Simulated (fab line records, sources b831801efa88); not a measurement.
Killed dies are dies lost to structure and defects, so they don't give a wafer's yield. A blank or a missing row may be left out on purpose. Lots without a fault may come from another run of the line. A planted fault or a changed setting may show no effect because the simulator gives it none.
Chamber matching | flow gf180mcu | GF_V1_CMP_04 on cmp-02: 4 sister chambers
The step polishes SiO2. 18 wafers are shown with their chamber, then 9 later ones without.

WAFERS WITH THEIR CHAMBER
wafer  | chamber | motor_current_A (A) | time_to_endpoint_s (s)
L207.2 | 3       | 10.6                | 75
L207.4 | 0       | 12.1                | 84
L207.5 | 0       | 11.3                | 85
L208.1 | 2       | 15.1                | 84
L208.3 | 0       | 11.7                | 77
L208.5 | 1       | 12.7                | 85
L211.3 | 1       | 13.6                | 74
L211.5 | 3       | 10.5                | 80
L211.6 | 2       | 14.8                | 86
L213.1 | 2       | 14.9                | 85
L213.3 | 0       | 12.0                | 85
L213.5 | 2       | 14.7                | 96
L214.1 | 3       | 10.4                | 74
L214.3 | 0       | 12.0                | 82
L214.5 | 0       | 12.0                | 84
L215.3 | 3       | 10.6                | 75
L215.4 | 0       | 12.1                | 87
L215.6 | 2       | 15.2                | 95

SIGNATURES (means of the wafers above)
reading            | chamber 0 | chamber 1 | chamber 2 | chamber 3 | scatter within a chamber
motor_current_A    | 11.886    | 13.150    | 14.940    | 10.525    | 0.282
time_to_endpoint_s | 83.43     | 79.50     | 89.20     | 76.00     | 4.46
Rule: a wafer's distance from a chamber is the root of the sum, over the readings, of the square of ((its reading less the chamber's mean) divided by the reading's scatter). The wafer belongs to the nearest chamber; if the next one is less than 2 further off, it can't be placed. The scatter: the root of (the sum of the squares of (reading less its chamber's mean) over the shown wafers, divided by (wafers less chambers)).

WAFERS WITHOUT THEIR CHAMBER
wafer  | motor_current_A (A) | time_to_endpoint_s (s)
L217.1 | 15.3                | 83
L217.4 | 10.9                | 78
L217.6 | 15.2                | 92
L218.1 | 15.0                | 70
L218.5 | 12.8                | 77
L218.6 | 14.3                | 83
L223.5 | 13.5                | 91
L223.6 | 14.6                | 91
L225.1 | 13.9                | 85

WHICH CHAMBER EACH WENT THROUGH
wafer  | from the rows above     | in truth
L217.1 | 2                       | 2
L217.4 | 3                       | 3
L217.6 | 2                       | 2
L218.1 | 2                       | 2
L218.5 | 1                       | 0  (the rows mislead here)
L218.6 | can't be placed: 2 or 1 | 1
L223.5 | 1                       | 1
L223.6 | 2                       | 2
L225.1 | can't be placed: 1 or 2 | 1
Placed correctly: 6 of 9. Can't be placed from these rows: 2 (the true chamber is among the candidates in 2). Placed wrongly: 1.
